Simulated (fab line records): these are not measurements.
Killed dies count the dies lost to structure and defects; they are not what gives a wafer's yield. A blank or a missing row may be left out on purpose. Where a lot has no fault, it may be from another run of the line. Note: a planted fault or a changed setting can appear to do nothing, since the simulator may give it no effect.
Which of the tools did it? -- flow sky130 -- 30 wafers from 10 lots sampled at 4 of the route's 708 steps

## WHAT EACH GAUGE READ, for each wafer
SKY_SD_N_TW_MEAS_12.
lot,measured,on,SD_N_TW
L826,day 28 18:49,filmMetro-03,3972 3982 3973
L828,day 30 05:41,filmMetro-04,4032 4029 4050
L833,day 31 05:16,filmMetro-03,3958 3986 3977
L834,day 31 16:29,filmMetro-04,4026 4036 4029
L837,day 32 05:40,filmMetro-04,4024 4031 4017
L838,day 32 17:13,filmMetro-04,4016 3993 4006
L839,day 32 20:32,filmMetro-03,3970 3977 3981
L840,day 33 10:04,filmMetro-03,3949 3965 3948
L841,day 33 18:16,filmMetro-02,4387 4368 4377 4357 4378 4394
L843,day 34 06:25,filmMetro-04,4347 4332 4346 4346 4327 4322

## WHICH TOOL RAN EACH LOT (tool, then ch and the chambers of the sampled wafers, then the start)
lot,SKY_POLY_CUT_ETCH_10,SKY_SD_N_IMPLANT_09,SKY_SD_N_STRIP_11
L826,"rieDiel-02 ch 0,3, day 25 03:14","implanter-02 ch 0, day 28 18:26","plasmaAsher-02 ch 1, day 28 18:43"
L828,"rieDiel-01 ch 0,2,3, day 26 14:31","implanter-02 ch 0, day 30 05:19","plasmaAsher-02 ch 0,1, day 30 05:35"
L833,"rieDiel-03 ch 0,1,2, day 27 16:53","implanter-02 ch 0, day 31 04:52","plasmaAsher-01 ch 0,1, day 31 05:10"
L834,"rieDiel-03 ch 1,2,3, day 28 03:52","implanter-02 ch 0, day 31 16:08","plasmaAsher-03 ch 0,1, day 31 16:23"
L837,"rieDiel-01 ch 1,3, day 28 17:56","implanter-04 ch 0, day 32 05:17","plasmaAsher-03 ch 0, day 32 05:34"
L838,"rieDiel-01 ch 0,1,3, day 29 06:33","implanter-01 ch 0, day 32 16:49","plasmaAsher-02 ch 0,1, day 32 17:07"
L839,"rieDiel-03 ch 1,2, day 29 10:26","implanter-01 ch 0, day 32 20:08","plasmaAsher-03 ch 0,1, day 32 20:26"
L840,"rieDiel-01 ch 0,1,3, day 30 00:10","implanter-01 ch 0, day 33 09:40","plasmaAsher-02 ch 0,1, day 33 09:58"
L841,"rieDiel-03 ch 0,2,3, day 30 07:38","implanter-01 ch 0, day 33 17:54","plasmaAsher-01 ch 0,1, day 33 18:11"
L843,"rieDiel-02 ch 1,2, day 30 21:31","implanter-01 ch 0, day 34 06:01","plasmaAsher-02 ch 0,1, day 34 06:19"
- SKY_POLY_CUT_ETCH_10: etches BARC in N2/H2, stops on SiO2, time 45.9 s, target depth 60 nm.
- SKY_SD_N_IMPLANT_09
- SKY_SD_N_STRIP_11: strips in O2/N2.

## THE ANSWER, worked out from the rows above alone
Rule: usual is defined by the lots themselves. Put in order of their means at a reading, lots are off if they are a third of the lots or fewer, leave a main group of 4 or more, and stand apart from it by a gap of 3 or more times the standard deviation of the main group's means; of several such gaps the widest counts. Not used: any main group whose means are identical at the precision the tables above print for the reading. A lot without any number at a reading at which 4 lots or more have one is off too. All remaining lots with rows at the step are treated as sound.
Off: L841, L843, at SKY_SD_N_TW_MEAS_12 (SD_N_TW). Main group: mean 3997, sd 29.
If a tool, at a process step before that reading, ran all the lots that are off and no sound lot after the first of them, it fits. Gauges at SKY_SD_N_TW_MEAS_12: tried the same way as those tools. One candidate fits, namely implanter-01 at SKY_SD_N_IMPLANT_09. A fault onset in the window from L840 (day 33 09:40, its last sound lot) to L841 (day 33 17:54, its first lot off) fits.

## WHAT THE SIMULATOR PUT IN
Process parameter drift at SKY_SD_N_IMPLANT_09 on implanter-01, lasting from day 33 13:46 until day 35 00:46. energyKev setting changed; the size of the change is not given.
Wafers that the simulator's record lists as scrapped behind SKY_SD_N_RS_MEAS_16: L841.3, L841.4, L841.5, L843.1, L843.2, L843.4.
Lots struck among those shown: L841, L843. The same result came from the rule above.
